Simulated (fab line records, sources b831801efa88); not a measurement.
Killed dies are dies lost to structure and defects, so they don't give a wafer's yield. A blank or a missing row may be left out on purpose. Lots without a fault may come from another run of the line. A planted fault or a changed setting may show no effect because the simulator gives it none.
fab line records | flow sky130
record lots=4 wafers=12 last_day=48
route steps=708 shown CAP2M@605 METAL4@621 VIA4@639 PAD_OPEN@708
lots that met no fault: from a run of the same line without faults
start_h: hours from the record's first day to the start of the lot's first wafer shown | wait_h: hours since the lot's step before | " the same as in the row above | L1.1+2: a row that stands for several wafers | - no value, or no start given | * or withheld: withheld | < > ~ a bound
route shown NAME@n: a module of which the file shows steps, and the number in the route of the first | usual: mean/standard deviation of fault-free wafers | same: alike in all rows | chamber/n: place in a boat | sites: the reading at each site | _std_site: their standard deviation | _edge_site: outer sites' mean less inner sites' | radius_mm: how far each site lies from the wafer's centre | mask NAME#n: copy n | behind: the tool/chamber that last shaped the wafer | hold: why the lot was held/for how many hours/how that ended | device: the transistor (n, p or np) that didn't switch | end of line: the same wafers' tests at the end of the route | a step without rows: its recipe alone | killed: dies lost to structure and defects at the first sort, not the wafer's yield | map: a wafer's dies, x killed, . not, _ none there
set.NAME: the setting as run; set.NAME@STEP: as run at that earlier step | model.NAME: the simulator's own value behind a step, which no gauge read
lots at some steps of the route; a table a step, a row a wafer
services: from which hour (start_h, from the record's first day; less than 0 if before it) a tool's chamber was out of use, for how many hours, and why
## steps
# step SKY_CAP2M_SPUTTER_02
# recipe material=TiN target_thk_nm=200 temp_c=300 power_w=6500 time_s=166.7 chamber_pressure_pa=0.4
# step SKY_CAP2M_DEHYDRATE_05
# recipe temp_c=200 time_s=60
# step SKY_CAP2M_HMDS_06
# recipe prime_time_s=60 prime_temp_c=120
# step SKY_CAP2M_COAT_07
# recipe resist=NOVOLAK spin_rpm=3000 resist_thk_nm=1140
# step SKY_CAP2M_SOFTBAKE_08
# recipe temp_c=90 time_s=60 resist=NOVOLAK
# step SKY_CAP2M_EXPOSE_09
# recipe mask_id=CAP2M na=0.6 source_shape=conventional sigma_outer=0.6 polarization=unpolarized target_cd_nm=1000 dose_mj=159
# step SKY_CAP2M_PEB_10
# recipe temp_c=withheld time_s=* resist=NOVOLAK
# step SKY_CAP2M_DEVELOP_11
# recipe resist=NOVOLAK developer=TMAH develop_time_s=60 dev_temp_c=23
# step SKY_CAP2M_METAL_ETCH_13
# recipe target_depth_nm=220 stop_on=SiO2 chemistry=Cl2/BCl3 target=TiN pressure_mtorr=10 icp_w=900 bias_w=48.5 Cl2_flow_sccm=60 bcl3_flow_sccm=30 time_s=62.9
# step SKY_CAP2M_STRIP_14
# recipe chemistry=O2/N2 power_w=1400 pressure_mtorr=1500 platen_temp_c=withheld o2_flow_sccm=3000 n2_flow_sccm=300 overash_fraction=0.5
# usual chamber_pressure_mTorr=1500.1/1.4 drypump_motor_current_A=5.8/0.44 oes_product_au=0.711/0.0045 strip_time_to_endpoint_s=12.67/0.053
# columns lot.wafer tool chamber start_h wait_h chamber_pressure_mTorr drypump_motor_current_A oes_product_au rf_hours_counter_h strip_time_to_endpoint_s
L979.2 plasma_asher-02 0 984.43 0.1 1499.7 5.5 0.710 53 12.70
L979.3 " 1 " " 1498.5 5.4 0.709 - 12.68
L979.6 " 0 " " 1499.3 5.5 0.708 - 12.68
L982.4 plasma_asher-01 1 997.26 0.1 1500.2 6.5 0.705 - 12.79
L982.5 " 0 " " 1499.5 6.4 0.708 - 12.78
L982.6 " 1 " " 1500.5 6.5 0.708 - 12.76
L985.1 plasma_asher-01 1 1026.04 0.1 1500.8 6.5 0.709 94 12.72
L985.2 " 0 " " 1502.8 6.4 0.715 94 12.67
L985.4 " 1 " " 1499.6 6.4 0.711 - 12.64
L990.1 plasma_asher-01 1 1051.06 0.1 1500.5 6.5 0.704 97 12.73
L990.5 " 0 " " 1499.4 6.4 0.706 - 12.70
L990.6 " 1 " " 1500.7 6.5 0.713 - 12.67
# step SKY_CAP2M_STRIP_15
# recipe chemistry=post_etch_residue_remover time_s=1200 temp_c=72.5
# step SKY_CAP2M_CLEAN_16
# recipe chemistry=IPA time_s=180 temp_c=25
# step SKY_CAP2M_CLEAN_17
# recipe chemistry=O3/DIW dry=n2_spin
# step SKY_METAL4_DEHYDRATE_05
# recipe temp_c=200 time_s=60
# step SKY_METAL4_HMDS_06
# recipe prime_time_s=60 prime_temp_c=120
# step SKY_METAL4_COAT_07
# recipe resist=BARC temp_c=withheld time_s=withheld spin_rpm=3000 resist_thk_nm=60
# step SKY_METAL4_COAT_08
# recipe resist=KrF-thick spin_rpm=3000 resist_thk_nm=1140
# step SKY_METAL4_SOFTBAKE_09
# recipe temp_c=100 time_s=90 resist=KrF-thick
# step SKY_METAL4_EXPOSE_10
# recipe mask_id=MM4 na=0.68 source_shape=annular sigma_inner=0.4 sigma_outer=0.8 target_cd_nm=300 dose_mj=28
# step SKY_METAL4_PEB_11
# recipe peb_temp_c=withheld peb_time_s=withheld resist=KrF-thick
# step SKY_METAL4_DEVELOP_12
# recipe develop_time_s=60 resist=KrF-thick dev_temp_c=21
# step SKY_METAL4_DESCUM_15
# recipe chemistry=O2 source_power_w=150 bias_power_w=0 pressure_mtorr=10 temp_c=40 time_s=8
# step SKY_METAL4_ETCH_16
# recipe chemistry=N2/H2 target=BARC ion_energy_ev=200 bias_w=100 pressure_mtorr=30 n2_flow_sccm=100 h2_flow_sccm=200 icp_w=500 stop_on=SiO2 time_s=88.2 target_depth_a=600
# step SKY_METAL4_ETCH_17
# recipe target=SiO2 stop_on=TiN chemistry=C4F8/O2/Ar source_w=1500 bias_w=1200 pressure_mtorr=40 c4f8_flow_sccm=withheld O2_flow_sccm=6 Ar_flow_sccm=300 time_s=3.9 target_depth_a=150
# step SKY_METAL4_METAL_ETCH_18
# recipe target_depth_a=8450 stop_on=SiO2 over_etch_frac=0.3 time_s=183.1 chemistry=Cl2/BCl3 resist_sidewall_deg=88 pressure_mtorr=10 icp_w=900 bias_w=48.5 Cl2_flow_sccm=60 bcl3_flow_sccm=30
# step SKY_METAL4_STRIP_19
# recipe chemistry=O2/N2 power_w=1400 pressure_mtorr=1500 platen_temp_c=withheld o2_flow_sccm=3000 n2_flow_sccm=300 overash_fraction=0.5
# step SKY_METAL4_STRIP_20
# recipe chemistry=post_etch_residue_remover time_s=1200 temp_c=72.5
# step SKY_METAL4_CLEAN_21
# recipe chemistry=IPA time_s=180 temp_c=25
# step SKY_METAL4_CLEAN_22
# recipe chemistry=O3/DIW dry=n2_spin
# step SKY_VIA4_HDPCVD_00
# recipe material=SiO2 target_thk_nm=1750 sigma_open_frac=0.3 time_s=291.7 temp_c=400 sih4_flow_sccm=60 pressure_mtorr=6
# step SKY_VIA4_CMP_02
# recipe material=SiO2 down_force_psi=4 platen_rpm=60 pad_velocity_m_s=0.94248
# step SKY_VIA4_DEHYDRATE_04
# recipe temp_c=200 time_s=60
# step SKY_VIA4_HMDS_05
# recipe prime_time_s=60 prime_temp_c=120
# step SKY_VIA4_COAT_06
# recipe resist=NOVOLAK spin_rpm=3000 resist_thk_nm=1140
# step SKY_VIA4_SOFTBAKE_07
# recipe temp_c=90 time_s=60 resist=NOVOLAK
# step SKY_PAD_OPEN_PROBE_99
# usual defect_limited_yield=82.4/1.8 killed_at_M0_to_M3=43/6.6 killed_at_M4_up=3.1/1.9 killed_at_contacts=24/5.2 killed_at_front_end=16/4.5 killed_at_other=0.4/0.62 killed_dies=87/9 killed_open=48/7 killed_short=39/6.2 sort_bin_3_pad_short=0.9/0.44 sort_bin_5_function=10.3/1.3 sort_bin_6_memory=6.5/1.1 sort_n_pass=405/9 sort_yield_pct=82.4/1.8
# same gross_dies=492 killed_at_back_side=0 sort_bin_4_leakage[%]=0 sort_bin_8_speed[%]=0
# columns lot.wafer tool chamber start_h wait_h defect_limited_yield[%] killed_at_M0_to_M3 killed_at_M4_up killed_at_contacts killed_at_front_end killed_at_other killed_dies killed_open killed_short sort_bin_3_pad_short[%] sort_bin_5_function[%] sort_bin_6_memory[%] sort_n_pass sort_yield_pct[%] model.etest.tester.sort_n_pass model.etest.tester.sort_yield_pct model.etest.tester.sort_bin_5_pct model.etest.tester.sort_bin_3_pct
L979.2 prober-01 - 1104.84 0.1 82.3 46 1 20 20 0 87 53 33 1.4 9.3 6.9 405 82.3 405 82.32 9.35 1.423
L979.3 prober-01 - 1104.89 0.2 83.7 32 5 27 15 1 80 48 32 1.0 10.2 5.1 412 83.7 412 83.74 10.16 1.016
L979.6 prober-01 - 1105.04 0.2 83.7 52 2 20 6 0 80 47 33 0.4 9.8 6.1 412 83.7 412 83.74 9.756 0.4065
L982.4 prober-01 - 1118.96 0.2 79.3 43 4 28 27 0 102 62 40 0.6 12.0 8.1 390 79.3 390 79.27 11.99 0.6098
L982.5 prober-01 - 1119.01 0.2 82.9 44 1 22 17 0 84 41 43 0.6 10.2 6.3 408 82.9 408 82.93 10.16 0.6098
L982.6 prober-01 - 1119.06 0.2 79.9 50 3 24 22 0 99 50 49 1.0 12.8 6.3 393 79.9 393 79.88 12.8 1.016
L985.1 prober-01 - 1140.95 0.1 78.9 37 4 20 10 33 104 35 37 3.0 11.8 6.3 388 78.9 388 78.86 11.79 3.049
L985.2 prober-01 - 1141.00 0.1 73.6 44 3 22 18 43 130 60 27 3.3 15.0 8.1 362 73.6 362 73.58 15.04 3.252
L985.4 prober-01 - 1141.10 0.2 76.4 42 2 25 17 30 116 44 43 2.2 13.8 7.5 376 76.4 376 76.42 13.82 2.236
L990.1 prober-01 - 1162.22 0.1 78.9 34 6 18 13 33 104 34 37 2.2 14.4 4.5 388 78.9 388 78.86 14.43 2.236
L990.5 prober-01 - 1162.42 0.2 75.8 45 2 19 10 43 119 40 36 3.0 15.0 6.1 373 75.8 373 75.81 15.04 3.049
L990.6 prober-01 - 1162.47 0.2 80.5 37 1 21 7 30 96 34 32 1.2 13.6 4.7 396 80.5 396 80.49 13.62 1.22
# killed by level:class
L979.2 VIA1:geometric_particle:open=12 CONTACT:geometric_particle:open=11 VIA3:geometric_particle:open=9 FIELD_ISO:geometric_particle:short=6 VIA1:geometric_particle:short=6 FIELD_ISO:geometric_particle:open=5 LI_CONTACT:geometric_particle:open=5 METAL3:geometric_particle:short=5
L979.3 CONTACT:geometric_particle:open=11 METAL1:geometric_particle:short=8 LI_CONTACT:geometric_particle:open=7 VIA1:geometric_particle:open=7 VIA3:geometric_particle:open=6 FIELD_ISO:geometric_particle:short=5 FIELD_ISO:geometric_particle:open=4 SPACER:geometric_particle:open=3
L979.6 VIA1:geometric_particle:open=16 VIA3:geometric_particle:open=11 METAL2:geometric_particle:short=6 CONTACT:geometric_particle:short=6 CONTACT:geometric_particle:open=6 VIA1:geometric_particle:short=5 LI_CONTACT:geometric_particle:open=4 VIA3:geometric_particle:short=4
L982.4 CONTACT:geometric_particle:open=14 POLY_GATE:geometric_particle:open=11 VIA1:geometric_particle:open=10 POLY_GATE:geometric_particle:short=8 VIA1:geometric_particle:short=8 LI_CONTACT:geometric_particle:open=6 VIA2:geometric_particle:open=5 FIELD_ISO:geometric_particle:open=4
L982.5 VIA1:geometric_particle:open=9 VIA2:geometric_particle:open=9 LI_CONTACT:geometric_particle:open=7 FIELD_ISO:geometric_particle:open=5 POLY_GATE:geometric_particle:short=5 LI_CONTACT:geometric_particle:short=5 VIA3:geometric_particle:short=5 VIA1:geometric_particle:short=4
L982.6 METAL1:geometric_particle:short=12 VIA1:geometric_particle:open=10 LI_CONTACT:geometric_particle:open=8 FIELD_ISO:geometric_particle:open=7 CONTACT:geometric_particle:open=7 VIA2:geometric_particle:open=7 POLY_GATE:geometric_particle:short=6 FIELD_ISO:geometric_particle:short=4
L985.1 CAP2M:unspecified=32 VIA1:geometric_particle:open=10 METAL1:geometric_particle:short=8 CONTACT:geometric_particle:open=7 LOCAL_INTERCONNECT:geometric_particle:short=6 VIA3:geometric_particle:open=4 FIELD_ISO:geometric_particle:short=3 LI_CONTACT:geometric_particle:open=3
L985.2 CAP2M:unspecified=43 VIA3:geometric_particle:open=10 LI_CONTACT:geometric_particle:open=8 VIA1:geometric_particle:open=8 VIA2:geometric_particle:open=7 CONTACT:geometric_particle:open=6 METAL2:geometric_particle:short=6 FIELD_ISO:geometric_particle:open=5
L985.4 CAP2M:unspecified=29 CONTACT:geometric_particle:open=15 VIA1:geometric_particle:open=11 METAL2:geometric_particle:short=7 METAL1:geometric_particle:short=7 FIELD_ISO:geometric_particle:short=6 FIELD_ISO:geometric_particle:open=4 LI_CONTACT:geometric_particle:open=4
L990.1 CAP2M:unspecified=33 LI_CONTACT:geometric_particle:open=6 METAL2:geometric_particle:short=6 VIA2:geometric_particle:open=6 METAL3:geometric_particle:short=6 POLY_GATE:geometric_particle:short=5 CONTACT:geometric_particle:open=5 METAL1:geometric_particle:short=5
L990.5 CAP2M:unspecified=43 VIA1:geometric_particle:open=10 METAL1:geometric_particle:short=8 LI_CONTACT:geometric_particle:open=6 CONTACT:geometric_particle:open=6 METAL3:geometric_particle:short=5 VIA3:geometric_particle:open=5 METAL2:geometric_particle:short=4
L990.6 CAP2M:unspecified=30 METAL2:geometric_particle:short=9 LI_CONTACT:geometric_particle:open=7 VIA1:geometric_particle:open=7 CONTACT:geometric_particle:short=6 VIA3:geometric_particle:open=6 VIA2:geometric_particle:open=5 LI_CONTACT:geometric_particle:short=4
# map L985.2 (x killed, . not)
__________xx........_________
________..x..x........_______
______..........x...x..._____
_____.x..x.x.x...........____
____...x..xxxxxxx.x....x.x___
___......xxxxxxxx..x...x..x__
__..xx..xxxxxxxxxx..x......x_
_.x....x..xxxxxxxxx.xx..x...x
_.x....x.xxxxxxx..x..x.......
_..x........xx..........x.x..
_......x..x...x...xx.x...x.x.
_.x................xx........
_....xx...x.x.x...xx....x....
_.............xx...........x.
_.........x......x...x.....x.
__....x.x......x.xxx........_
___..x.x.............x.....__
____.........x....xxx..xx.___
_____..x............x....____
______..x....x....x....._____
________...x..x.x...x._______
__________x.x...x..._________
# map L990.5 (x killed, . not)
__________.x.......x_________
________.............._______
______........x..x......_____
_____.......xxxx........x____
____x.x.xx.xxxxxx....x.x..___
___...x.xxxxxxxxxx.........__
__.x......xxxxxxxxxx........_
_x........xxxxxxx.x..........
_....x.....xxxxxx............
_.......x...xxx..x..x..x.x...
_..xx......xxxxx.x...........
_x.....x......x....xx........
_x....x...........x......x...
_x..........x.........x.....x
_.x.........x......x.x..x....
__.x.x...........x.....x.x.._
___.x....x.xx..xx.....xxx..__
____..........x....x.....x___
_____.................x..____
______xx...........x...._____
________..x..x...xx..._______
__________.........x_________
## services
# columns tool chamber start_h hours kind
plasma_asher-02 - 967.48 15.6 pm
## key
first_sign step=SKY_PAD_OPEN_PROBE_99 reading=killed_at_other direction=up sigmas=35 usual=0.4 struck=35.3
effect step=SKY_PAD_OPEN_PROBE_99 reading=sort_bin_3_pad_short direction=up sigmas=3.7 usual=0.9 struck=2.5 wafers_moved=5
model_effect step=SKY_PAD_OPEN_PROBE_99 value=etest.tester.sort_n_pass without=410.2 struck=380.5
met_at SKY_CAP2M_STRIP_14
struck_wafers L985.1,L985.2,L985.4,L990.1,L990.5,L990.6
onset_between 997.26 1026.04
also_fits time
fault kind=chamber_particle_source tool=plasma_asher-01 chamber=- onset_h=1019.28 steps=SKY_CAP2M_STRIP_14 rate_per_visit_cm2=0.61214 end_h=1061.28
